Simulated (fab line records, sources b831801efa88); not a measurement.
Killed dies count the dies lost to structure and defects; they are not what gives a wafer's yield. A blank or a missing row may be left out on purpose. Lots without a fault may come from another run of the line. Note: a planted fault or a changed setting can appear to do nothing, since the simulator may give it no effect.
Problem report in the 8D (eight disciplines) form, filled by code	flow gf180mcu	the parts of the form that need people (team, actions taken, sign-off) are left out

1. PROBLEM STATEMENT
V4_CVD_02_THK at GF_V4_THK_MEAS_03 reads a mean of 590 nm on 1 wafer of 1 lot; wafers without a fault read 850 nm with a standard deviation of 14. Relative to the usual mean, that is a shift of -19 standard deviations.
First seen on wafer L962.6, day 27 07:17, on filmMetro-02. Wafers with a number at this step in the record: 35, from 12 lots. By rule, "out" or "out of limits" means more than 4 standard deviations away from the usual mean. The rest of the wafers with a number are treated as sound.

2. WHAT IT IS; WHAT IT IS NOT
question	is	is not
which readings at this step	V4_CVD_02_THK	-
which lots	L962	L950, L951, L952, L953, L954, L965, L966, L967, L971, L972, L973
which wafers of those lots	L962.6	L962.2
read on which gauges	filmMetro-02	filmMetro-03, filmMetro-04
when	from day 27 07:17	up to then (16 sound wafers); but 18 sound wafers of L965, L966, L967, L971, L972, L973 came after

3. THE SUSPECTS, EACH WITH WHAT RULES IT OUT
Counting: a tool at a process step up to the reading stays a suspect if it ran every lot that is out. Sound lots after the first of them don't rule it out here, since some wafers of a struck lot are sound.
- the gauge at GF_V4_THK_MEAS_03 is ruled out. All the wafers that are out were read on filmMetro-02, but those of them that GF_V4_CMP_04 has rows for are out there too, on other tools.
- pvdSputter-03 at GF_M4_SPUTTER_04 (material TiN, target thk 50 nm, time 41.7 s): kept. It ran the lot that is out, L962 (day 26 10:04); its last sound lot up to then is L951 (day 21 20:16).
- pecvd-02 at GF_V4_CVD_02 (deposits SiO2 from TEOS, target thk 850 nm, time 94.851 s): kept. It ran the lot that is out, L962 (day 27 07:13); its last sound lot up to then is L953 (day 23 17:43).
- Within pecvd-02 at GF_V4_CVD_02, the wafers that are out were processed in chamber 0 and their sound lot-mates in chamber 1.
Remaining after the count are pvdSputter-03 at GF_M4_SPUTTER_04 and pecvd-02 at GF_V4_CVD_02.

4. THE CAUSE (what the simulator had put in)
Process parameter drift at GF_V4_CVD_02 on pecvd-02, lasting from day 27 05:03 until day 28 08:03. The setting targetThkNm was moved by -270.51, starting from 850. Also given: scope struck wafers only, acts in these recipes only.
This tool is one of the 2 suspects left after counting.

5. THE CHAIN OF EFFECTS, in route order
Each row: a reading whose mean over the struck wafers that have a number lies more than 3 standard deviations from the usual. Only readings for which the record gives a usual standard deviation are gone through. hours: the time from each lot's start at the first step in this table that gives one to its start at this step, as a median over the lots. sigmas: the change in usual standard deviations.
hours	step	reading	usual	on struck wafers	change	sigmas
0	GF_V4_THK_MEAS_03	V4_CVD_02_THK	850 nm	590	-260	-19
0	GF_V4_CMP_04	timeToEndpointS	79 s	47	-32	-5.2
-	GF_V4_ETCH_17	oesProductAu	0.855 a.u.	0.816	-0.039	-8.3
119	GF_PASSIVATION_PROBE_99	defectLimitedYield	90.4 %	85.6	-4.8	-3.4
119	GF_PASSIVATION_PROBE_99	killed_at_M0_to_M3	21	37	+16	+3.4
119	GF_PASSIVATION_PROBE_99	killedDies	47	71	+24	+3.6
Process steps it contains:
- GF_V4_CMP_04: polishes SiO2.
- GF_V4_ETCH_17: etches SiO2 in C4F8/O2/Ar, stops on TiN, target depth 630 nm.
- GF_PASSIVATION_PROBE_99
Later measuring or inspecting steps at which every struck wafer that the step has a row for has a number for every such reading, and none has moved that far: GF_V4_OVL_MEAS_15.

6. HOW IT WOULD HAVE BEEN CAUGHT EARLIER
2 hours passed between the start of the fault at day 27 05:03 and the first reading out of limits at a measuring or inspecting step in this record, taken at day 27 07:17.
Tool readings at GF_V4_CVD_02 with a usual standard deviation given in the record: none out on any struck wafer, hence no alarm at a limit of 4 standard deviations on them.
By day 27 07:17 the whole set of lots that are out, 1 in number, had already begun GF_V4_CVD_02 on pecvd-02. None of them would have been spared by holding the tool at that moment.
